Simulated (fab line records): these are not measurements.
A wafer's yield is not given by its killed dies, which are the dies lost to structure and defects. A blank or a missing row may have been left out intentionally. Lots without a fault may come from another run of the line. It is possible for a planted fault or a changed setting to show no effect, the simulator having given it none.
Which tool did it?	flow gf180mcu	42 wafers from 14 lots sampled at 2 of the route's 602 steps

WHAT EACH GAUGE READ, for each wafer
GF_STI_THK_MEAS_04.
lot	measured	on	STI_CVD_03_THK (nm)
L945	day 1 14:34	film-metro-03	205.8 206.6 206.2
L947	day 2 02:21	film-metro-01	208.5 207.2 206.7
L948	day 2 05:30	film-metro-03	210.0 212.3 210.3
L949	day 2 10:25	film-metro-03	205.2 206.2 205.6
L951	day 2 20:17	film-metro-01	210.3 208.8 208.7
L957	day 4 02:26	film-metro-03	206.2 206.4 206.3
L958	day 4 06:35	film-metro-04	207.2 207.2 207.1
L960	day 4 19:41	film-metro-04	207.6 206.7 208.4
L961	day 4 23:28	film-metro-03	207.8 207.3 209.2
L962	day 5 02:35	film-metro-04	210.5 209.5 209.2
L963	day 5 07:34	film-metro-01	210.7 210.4 210.5
L966	day 5 23:28	film-metro-04	204.5 207.5 207.9
L967	day 6 03:35	film-metro-04	204.4 205.1 204.3
L968	day 6 08:35	film-metro-01	205.6 204.2 203.2

GF_STI_CD_MEAS_12 targets a cd of 220 nm.
lot	measured	on	cd-nm (nm)
L945	day 2 01:38	cd-sem-02	219.9 219.9 219.8
L947	day 2 14:11	cd-sem-01	219.2 218.7 219.5
L948	day 2 17:28	cd-sem-01	220.3 220.0 219.2
L949	day 2 22:33	cd-sem-02	219.7 219.7 219.7
L951	day 3 08:58	cd-sem-02	221.3 222.5 221.5
L957	day 4 15:53	cd-sem-02	220.8 220.4 220.3
L958	day 4 20:00	cd-sem-02	220.3 219.5 220.8
L960	day 5 09:38	cd-sem-01	220.2 220.7 220.2
L961	day 5 13:50	cd-sem-02	217.7 218.0 219.1
L962	day 5 16:55	cd-sem-01	218.2 218.9 218.7
L963	day 5 21:12	cd-sem-02	220.5 219.7 220.9
L966	day 6 14:30	cd-sem-02	220.5 221.2 220.1
L967	day 6 19:27	cd-sem-01	220.7 221.2 218.7
L968	day 6 23:57	cd-sem-02	222.3 222.0 222.1

WHAT TOOL EACH LOT RAN ON (gives the tool, then ch and the chambers of the sampled wafers, and finally the start)
No process step before these readings appears in the record.

WHAT THE TOOLS THEMSELVES READ (means of the sampled wafers that have a number; where no wafer has one, the mark that the record gives instead)
The record holds no such reading with a usual standard deviation.

THE ANSWER, worked out from the rows above alone
Rule: what is usual is taken from the lots themselves. Put in order of their means at a reading, lots are off if they are a third of the lots or fewer, leave a main group of 4 or more, and stand apart from it by a gap of 3 or more times the standard deviation of the main group's means; of several such gaps the widest counts. A main group whose means are all the same, to the digits that the tables above print for the reading, isn't used. Also off: a lot with no number at a reading for which 4 or more lots have one. All remaining lots with rows at the step are treated as sound. After the gauges, taken in route order, come the tools' own readings; for these a lot's mean is taken, as printed above. At the first step where some lot is off, the reading lying furthest off is the one used; lots without a number count as furthest.
None of the lots is off at any reading shown; this tells nothing.

WHAT HAD BEEN PUT IN BY THE SIMULATOR
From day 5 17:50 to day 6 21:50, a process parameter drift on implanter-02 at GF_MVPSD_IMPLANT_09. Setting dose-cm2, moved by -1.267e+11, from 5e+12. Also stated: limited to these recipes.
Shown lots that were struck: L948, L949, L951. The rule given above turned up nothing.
